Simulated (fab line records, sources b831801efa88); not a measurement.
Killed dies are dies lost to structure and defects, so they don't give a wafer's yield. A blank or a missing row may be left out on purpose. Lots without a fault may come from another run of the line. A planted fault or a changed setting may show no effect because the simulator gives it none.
fab line records | flow sky130
record lots=13 wafers=39 last_day=50
route steps=708 shown LDD_N@241 LDD_P@266 METAL2@485 VIA2@522 METAL4@602
lots that met no fault: from a run of the same line without faults
start_h: hours from the record's first day to the start of the lot's first wafer shown | wait_h: hours since the lot's step before | " the same as in the row above | L1.1+2: a row that stands for several wafers | - no value, or no start given | * or withheld: withheld | < > ~ a bound
route shown NAME@n: a module of which the file shows steps, and the number in the route of the first | usual: mean/standard deviation of fault-free wafers | same: alike in all rows | chamber/n: place in a boat | sites: the reading at each site | _std_site: their standard deviation | _edge_site: outer sites' mean less inner sites' | radius_mm: how far each site lies from the wafer's centre | mask NAME#n: copy n | behind: the tool/chamber that last shaped the wafer | hold: why the lot was held/for how many hours/how that ended | device: the transistor (n, p or np) that didn't switch | end of line: the same wafers' tests at the end of the route | a step without rows: its recipe alone | killed: dies lost to structure and defects at the first sort, not the wafer's yield | map: a wafer's dies, x killed, . not, _ none there
set.NAME: the setting as run; set.NAME@STEP: as run at that earlier step | model.NAME: the simulator's own value behind a step, which no gauge read
steps of the route over a sample of lots; a table a step, a row a wafer
services: from which hour (start_h, from the record's first day; less than 0 if before it) a tool's chamber was out of use, for how many hours, and why
## steps
# step SKY_LDD_N_EXPOSE_04
# recipe mask_id=NTM target_cd_nm=840 na=0.6 source_shape=conventional sigma_outer=0.6 dose_mj=110
# columns lot.wafer tool chamber start_h wait_h mask
L631.1+4+6 iline_stepper-01 0 393.48 - NTM#0
L632.1+2+3 iline_stepper-01 0 395.03 - NTM#0
L636.2+3+4 iline_stepper-02 0 450.62 - NTM#0
L637.3+4+5 iline_stepper-01 0 450.88 - NTM#0
L635.1+3+5 iline_stepper-01 0 451.20 - NTM#0
L638.3+4+5 iline_stepper-02 0 467.29 - NTM#0
L639.1+4+5 iline_stepper-02 0 490.58 - NTM#0
L640.2+3+5 iline_stepper-02 0 490.71 - NTM#0
L643.1+4+6 iline_stepper-02 0 503.66 - PSDM#0
L645.2+3+4 iline_stepper-01 0 521.74 - NTM#0
L646.2+3+6 iline_stepper-02 0 528.12 - NTM#0
L652.2+3+4 iline_stepper-01 0 581.03 - NTM#0
L653.2+5+6 iline_stepper-01 0 583.87 - NTM#0
# step SKY_LDD_N_OVL_MEAS_07
# usual LDD_N_OVL=-0.6/1.3
# columns lot.wafer tool chamber start_h wait_h LDD_N_OVL[nm]
L631.1 overlay-02 - 408.03 0.1 0.1
L631.4 " - " " 0.2
L631.6 " - " " -0.2
L632.1 overlay-01 - 409.85 0.1 1.9
L632.2 " - " " 1.5
L632.3 " - " " -0.2
L636.2 overlay-02 - 466.10 0.1 -0.2
L636.3 " - " " -0.8
L636.4 " - " " -2.6
L637.3 overlay-02 - 466.41 0.1 -1.3
L637.4 " - " " -2.0
L637.5 " - " " -3.3
L635.1 overlay-02 - 466.70 0.1 -0.9
L635.3 " - " " -0.3
L635.5 " - " " 0.2
L638.3 overlay-02 - 482.06 0.1 -1.1
L638.4 " - " " -1.1
L638.5 " - " " -0.8
L639.1 overlay-02 - 505.32 0.1 -0.3
L639.4 " - " " -0.2
L639.5 " - " " 1.6
L640.2 overlay-01 - 505.44 0.1 -1.3
L640.3 " - " " -0.8
L640.5 " - " " 0.3
L643.1 overlay-02 - 518.18 0.1 -
L643.4 " - " " -
L643.6 " - " " -
L645.2 overlay-02 - 536.69 0.1 -1.1
L645.3 " - " " 1.6
L645.4 " - " " 1.8
L646.2 overlay-02 - 542.49 0.1 -0.4
L646.3 " - " " 0.1
L646.6 " - " " 0.4
L652.2 overlay-02 - 595.55 0.1 0.7
L652.3 " - " " 0.4
L652.4 " - " " 1.5
L653.2 overlay-01 - 598.35 0.1 -2.2
L653.5 " - " " -2.7
L653.6 " - " " -1.1
# step SKY_LDD_N_TW_MEAS_17
# usual LDD_N_TW=2603/29
# columns lot.wafer tool chamber start_h wait_h LDD_N_TW
L631.1 film_metro-03 - 409.37 0.1 2590
L631.4 " - " " 2604
L631.6 " - " " 2608
L632.1 film_metro-03 - 411.23 0.1 2587
L632.2 " - " " 2596
L632.3 " - " " 2576
L636.2 film_metro-01 - 467.44 0.1 2580
L636.3 " - " " 2578
L636.4 " - " " 2577
L637.3 film_metro-03 - 467.75 0.1 2593
L637.4 " - " " 2598
L637.5 " - " " 2590
L635.1 film_metro-04 - 468.03 0.1 2642
L635.3 " - " " 2645
L635.5 " - " " 2645
L638.3 film_metro-04 - 483.40 0.1 2642
L638.4 " - " " 2637
L638.5 " - " " 2634
L639.1 film_metro-01 - 506.66 0.1 2577
L639.4 " - " " 2571
L639.5 " - " " 2581
L640.2 film_metro-01 - 506.78 0.1 2570
L640.3 " - " " 2565
L640.5 " - " " 2570
L643.1 film_metro-03 - 519.52 0.1 30
L643.4 " - " " 30
L643.6 " - " " 30
L645.2 film_metro-01 - 538.03 0.1 2569
L645.3 " - " " 2582
L645.4 " - " " 2577
L646.2 film_metro-04 - 543.83 0.1 2653
L646.3 " - " " 2661
L646.6 " - " " 2653
L652.2 film_metro-04 - 596.89 0.1 2618
L652.3 " - " " 2629
L652.4 " - " " 2642
L653.2 film_metro-03 - 599.69 0.1 2582
L653.5 " - " " 2589
L653.6 " - " " 2600
# step SKY_LDD_P_TW_MEAS_11
# usual LDD_P_TW=642/5.9
# columns lot.wafer tool chamber start_h wait_h LDD_P_TW
L631.1 film_metro-02 - 440.01 0.1 641
L631.4 " - " " 640
L631.6 " - " " 638
L632.1 film_metro-02 - 441.36 0.1 637
L632.2 " - " " 640
L632.3 " - " " 642
L636.2 film_metro-04 - 498.70 0.1 647
L636.3 " - " " 649
L636.4 " - " " 647
L637.3 film_metro-03 - 498.90 0.1 638
L637.4 " - " " 639
L637.5 " - " " 640
L635.1 film_metro-02 - 499.36 0.1 638
L635.3 " - " " 636
L635.5 " - " " 636
L638.3 film_metro-03 - 514.55 0.1 640
L638.4 " - " " 643
L638.5 " - " " 640
L639.1 film_metro-02 - 537.74 0.1 636
L639.4 " - " " 638
L639.5 " - " " 636
L640.2 film_metro-03 - 537.79 0.1 641
L640.3 " - " " 639
L640.5 " - " " 636
L643.1 film_metro-04 - 550.34 0.1 2655
L643.4 " - " " 2659
L643.6 " - " " 2662
L645.2 film_metro-04 - 568.05 0.1 648
L645.3 " - " " 648
L645.4 " - " " 646
L646.2 film_metro-02 - 573.22 0.1 640
L646.3 " - " " 637
L646.6 " - " " 632
L652.2 film_metro-02 - 625.80 0.1 638
L652.3 " - " " 643
L652.4 " - " " 642
L653.2 film_metro-02 - 628.07 0.1 639
L653.5 " - " " 639
L653.6 " - " " 640
# step SKY_METAL2_SPUTTER_02
# recipe material=AlCu target_thk_nm=250 power_w=10600 time_s=13.3 chamber_pressure_pa=0.4
# usual throttle_valve_pct=29.9/1.2
# columns lot.wafer tool chamber start_h wait_h throttle_valve_pct
L631.1 pvd_sputter-03 - 802.78 0.0 28.8
L631.4 " - " " 30.9
L631.6 " - " " 31.3
L632.1 pvd_sputter-01 - 805.15 0.0 28.0
L632.2 " - " " 30.5
L632.3 " - " " 29.9
L636.2 pvd_sputter-03 - 850.65 0.0 30.0
L636.3 " - " " 30.6
L636.4 " - " " 28.7
L637.3 pvd_sputter-04 - 850.98 0.0 31.4
L637.4 " - " " 28.6
L637.5 " - " " 28.1
L635.1 pvd_sputter-01 - 852.48 0.0 30.3
L635.3 " - " " 30.8
L635.5 " - " " 30.3
L638.3 pvd_sputter-03 - 863.14 0.0 30.7
L638.4 " - " " 29.7
L638.5 " - " " 31.5
L640.2 pvd_sputter-01 - 884.71 0.0 27.9
L640.3 " - " " 30.4
L640.5 " - " " 29.6
L639.1 pvd_sputter-03 - 885.81 0.0 28.6
L639.4 " - " " 31.3
L639.5 " - " " 29.8
L643.1 pvd_sputter-03 - 892.69 0.0 30.9
L643.4 " - " " 29.8
L643.6 " - " " 31.4
L645.2 pvd_sputter-04 - 910.52 0.0 31.3
L645.3 " - " " 28.7
L645.4 " - " " 28.2
L646.2 pvd_sputter-04 - 912.47 0.0 28.4
L646.3 " - " " 28.3
L646.6 " - " " 28.6
L652.2 pvd_sputter-03 - 958.23 0.0 30.9
L652.3 " - " " 31.5
L652.4 " - " " 29.7
L653.2 pvd_sputter-04 - 959.98 0.0 31.3
L653.5 " - " " 31.6
L653.6 " - " " 28.2
# step SKY_VIA2_ETCH_15
# recipe target=SiO2 chemistry=C4F8/O2/Ar target_depth_nm=546 stop_on=TiN mask_material=KrF-thick source_w=1500 bias_w=1200 pressure_mtorr=40 c4f8_flow_sccm=withheld O2_flow_sccm=6 Ar_flow_sccm=300 time_s=84
# usual oes_product_au=0.939/0.0052 rf_fwd_power_W=1491/5.1
# columns lot.wafer tool chamber start_h wait_h oes_product_au rf_fwd_power_W
L631.1 rie_diel-02 0 858.06 0.0 0.935 1490
L631.4 " 1 " " 0.932 1494
L631.6 " 0 " " 0.940 1494
L632.1 rie_diel-02 3 860.09 0.0 0.944 1490
L632.2 " 0 " " 0.942 1490
L632.3 " 1 " " 0.939 1493
L636.2 rie_diel-04 1 903.13 0.0 0.928 1496
L636.3 " 2 " " 0.925 1494
L636.4 " 0 " " 0.939 1494
L637.3 rie_diel-02 1 904.43 0.0 0.938 1495
L637.4 " 3 " " 0.937 1498
L637.5 " 1 " " 0.936 1486
L635.1 rie_diel-04 0 905.66 0.0 0.939 1496
L635.3 " 2 " " 0.938 1492
L635.5 " 3 " " 0.941 1485
L638.3 rie_diel-04 0 915.84 0.0 0.935 1484
L638.4 " 2 " " 0.938 1498
L638.5 " 0 " " 0.941 1483
L640.2 rie_diel-01 2 936.41 0.0 0.941 1488
L640.3 " 3 " " 0.939 1483
L640.5 " 1 " " 0.937 1494
L639.1 rie_diel-04 3 937.41 0.0 0.938 1489
L639.4 " 2 " " 0.935 1494
L639.5 " 3 " " 0.941 1492
L643.1 rie_diel-04 0 944.55 0.0 0.941 1489
L643.4 " 3 " " 0.936 1490
L643.6 " 1 " " 0.938 1490
L645.2 rie_diel-02 3 961.21 0.0 0.937 1486
L645.3 " 1 " " 0.933 1494
L645.4 " 2 " " 0.940 1489
L646.2 rie_diel-04 1 964.16 0.0 0.943 1492
L646.3 " 0 " " 0.949 1502
L646.6 " 3 " " 0.933 1494
L652.2 rie_diel-02 0 1007.55 0.0 0.948 1494
L652.3 " 2 " " 0.939 1483
L652.4 " 1 " " 0.935 1498
L653.2 rie_diel-01 3 1009.89 0.0 0.927 1480
L653.5 " 0 " " 0.947 1492
L653.6 " 1 " " 0.937 1486
# step SKY_METAL4_SPUTTER_04
# recipe material=TiN target_thk_nm=70 power_w=6500 time_s=58.3 chamber_pressure_pa=0.4
# usual throttle_valve_pct=30.0/1.1
# columns lot.wafer tool chamber start_h wait_h throttle_valve_pct
L631.1 pvd_sputter-02 - 941.14 0.0 28.9
L631.4 " - " " 28.8
L631.6 " - " " 31.0
L632.1 pvd_sputter-01 - 941.59 0.0 28.1
L632.2 " - " " 29.9
L632.3 " - " " 30.3
L636.2 pvd_sputter-02 - 980.80 0.0 30.5
L636.3 " - " " 28.5
L636.4 " - " " 30.8
L637.3 pvd_sputter-02 - 983.00 0.0 28.6
L637.4 " - " " 30.6
L637.5 " - " " 31.0
L635.1 pvd_sputter-03 - 984.45 0.0 30.7
L635.3 " - " " 28.5
L635.5 " - " " 28.9
L638.3 pvd_sputter-02 - 994.54 0.0 29.9
L638.4 " - " " 30.7
L638.5 " - " " 31.0
L640.2 pvd_sputter-02 - 1012.53 0.0 30.7
L640.3 " - " " 30.1
L640.5 " - " " 29.9
L639.1 pvd_sputter-02 - 1015.93 0.0 28.6
L639.4 " - " " 30.3
L639.5 " - " " 30.9
L643.1 pvd_sputter-01 - 1020.49 0.0 29.7
L643.4 " - " " 27.6
L643.6 " - " " 30.5
L645.2 pvd_sputter-01 - 1036.19 0.0 28.3
L645.3 " - " " 30.0
L645.4 " - " " 30.6
L646.2 pvd_sputter-01 - 1039.25 0.0 30.6
L646.3 " - " " 29.6
L646.6 " - " " 28.2
L652.2 pvd_sputter-03 - 1077.85 0.0 29.8
L652.3 " - " " 31.5
L652.4 " - " " 31.6
L653.2 pvd_sputter-02 - 1081.34 0.0 31.1
L653.5 " - " " 30.8
L653.6 " - " " 31.1
## services
# columns tool chamber start_h hours kind
pvd_sputter-02 - 462.18 4.0 repair
pvd_sputter-03 - 470.56 23.0 repair
iline_stepper-01 - 513.44 1.7 pm
pvd_sputter-02 - 528.57 0.8 repair
iline_stepper-01 - 534.72 0.8 repair
pvd_sputter-03 - 633.21 5.0 repair
iline_stepper-01 - 646.50 2.0 repair
pvd_sputter-02 - 649.33 12.2 repair
pvd_sputter-03 - 706.45 8.1 repair
pvd_sputter-02 - 729.85 3.8 repair
iline_stepper-01 - 731.62 1.7 pm
pvd_sputter-01 - 789.80 9.3 repair
pvd_sputter-03 - 830.58 4.7 repair
pvd_sputter-01 - 836.60 7.2 repair
iline_stepper-01 - 873.46 4.4 pm
pvd_sputter-02 - 883.96 8.4 repair
pvd_sputter-03 - 889.65 2.6 repair
iline_stepper-01 - 895.03 2.9 repair
pvd_sputter-03 - 919.19 7.1 repair
pvd_sputter-03 - 941.96 1.0 repair
pvd_sputter-03 - 945.83 4.2 repair
iline_stepper-01 - 949.80 1.7 pm
pvd_sputter-01 - 972.55 41.2 repair
pvd_sputter-03 - 999.96 16.8 repair
## key
first_sign step=SKY_LDD_N_EXPOSE_04 reading=mask direction=changed
effect step=SKY_LDD_N_OVL_MEAS_07 reading=LDD_N_OVL direction=missing
effect step=SKY_LDD_N_TW_MEAS_17 reading=LDD_N_TW direction=down sigmas=88 usual=2603 struck=30
effect step=SKY_LDD_P_TW_MEAS_11 reading=LDD_P_TW direction=up sigmas=99+ usual=642 struck=2659
met_at SKY_LDD_N_EXPOSE_04
struck_lots L643
sort_left_out L643.1,L643.4,L643.6
tester_left_out L643
not_acting_at SKY_METAL2_SPUTTER_02,SKY_VIA2_ETCH_15,SKY_METAL4_SPUTTER_04
onset_between 490.71 503.66
fault kind=wrong_mask tool=any chamber=- onset_h=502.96 steps=SKY_LDD_N_EXPOSE_04 aux_copy=PSDM#0 scope=struck_lots_only
# tester_left_out: of these lots the tester's yield and bins aren't shown, on N5 and GAA mostly nor the transistor test; their killed dies are dies lost to structure and defects alone, not to doping, threshold or leakage, so they don't give the yield
# sort_left_out: the simulated sort isn't trusted on such a fault, so these wafers' sort isn't shown, and their yield isn't known
